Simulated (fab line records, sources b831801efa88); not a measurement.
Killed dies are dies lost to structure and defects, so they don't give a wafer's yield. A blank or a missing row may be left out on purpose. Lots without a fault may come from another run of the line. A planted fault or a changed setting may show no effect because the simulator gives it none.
Problem report in the 8D (eight disciplines) form, filled by code | flow gf180mcu | the parts of the form that need people (team, actions taken, sign-off) are left out

1. THE PROBLEM
chamber_pressure_pa at GF_V5_SPUTTER_22 reads a mean of 5.173 Pa on 6 wafers of 2 lots; wafers without a fault read 4.999 Pa with a standard deviation of 0.0095. That is +18 standard deviations from the usual mean.
The step: material TiN, target thk 10 nm, time 40 s.
First seen on wafer L569.1, day 27 17:01, on pvd_sputter-02. The record holds 18 wafers of 6 lots with a number at this step. Rule for "out", or "out of limits": more than 4 standard deviations from the usual mean. The other wafers with a number count as sound.

2. WHAT IT IS AND WHAT IT IS NOT
question                    | is                     | is not
which readings at this step | chamber_pressure_pa    | throttle_valve_pct
which lots                  | L569, L570             | L567, L584, L585, L588
which wafers of those lots  | all that have a number | -
read on which tools         | pvd_sputter-02         | pvd_sputter-01
when                        | from day 27 17:01      | up to then (3 sound wafers); but 9 sound wafers of L584, L585, L588 came after

3. SUSPECTS, AND WHAT RULES EACH OUT
Counting: a tool at a process step up to the reading stays a suspect if it ran every lot that is out and no sound lot after the first of them.
- plasma_asher-02 at GF_V5_STRIP_18 (strips in O2/N2): ruled out as a lasting fault. Sound lots L585, L588 ran on it after its first lot that is out, L569 (day 27 16:25).
- pvd_sputter-02 at GF_V5_SPUTTER_21 (material Ti, target thk 15 nm, time 80.02 s): ruled out as a lasting fault. Sound lots L584 ran on it after its first lot that is out, L569 (day 27 16:57).
- pvd_sputter-02 at GF_V5_SPUTTER_22 (material TiN, target thk 10 nm, time 40 s): ruled out as a lasting fault. Sound lots L584 ran on it after its first lot that is out, L569 (day 27 17:01).
Left after counting: nothing in the record.

4. THE CAUSE (what the simulator had put in)
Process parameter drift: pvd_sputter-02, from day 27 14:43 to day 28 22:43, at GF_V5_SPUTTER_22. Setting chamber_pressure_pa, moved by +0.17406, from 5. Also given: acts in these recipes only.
Counting ruled it out, wrongly.

5. THE CHAIN OF EFFECTS, in route order
Each row: a reading whose mean over the struck wafers that have a number lies more than 3 standard deviations from the usual. Only readings for which the record gives a usual standard deviation are gone through. hours: the time from each lot's start at the first step in this table that gives one to its start at this step, as a median over the lots. sigmas: the change in usual standard deviations.
hours | step             | reading             | usual    | on struck wafers | change | sigmas
0     | GF_V5_SPUTTER_22 | chamber_pressure_pa | 4.999 Pa | 5.173            | +0.174 | +18
The process steps in it:
- GF_V5_SPUTTER_22: material TiN, target thk 10 nm, time 40 s.

6. WHAT WOULD HAVE CAUGHT IT SOONER
In this record the first reading out of limits was taken at day 27 17:01, 2 hours after the fault began at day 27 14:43.
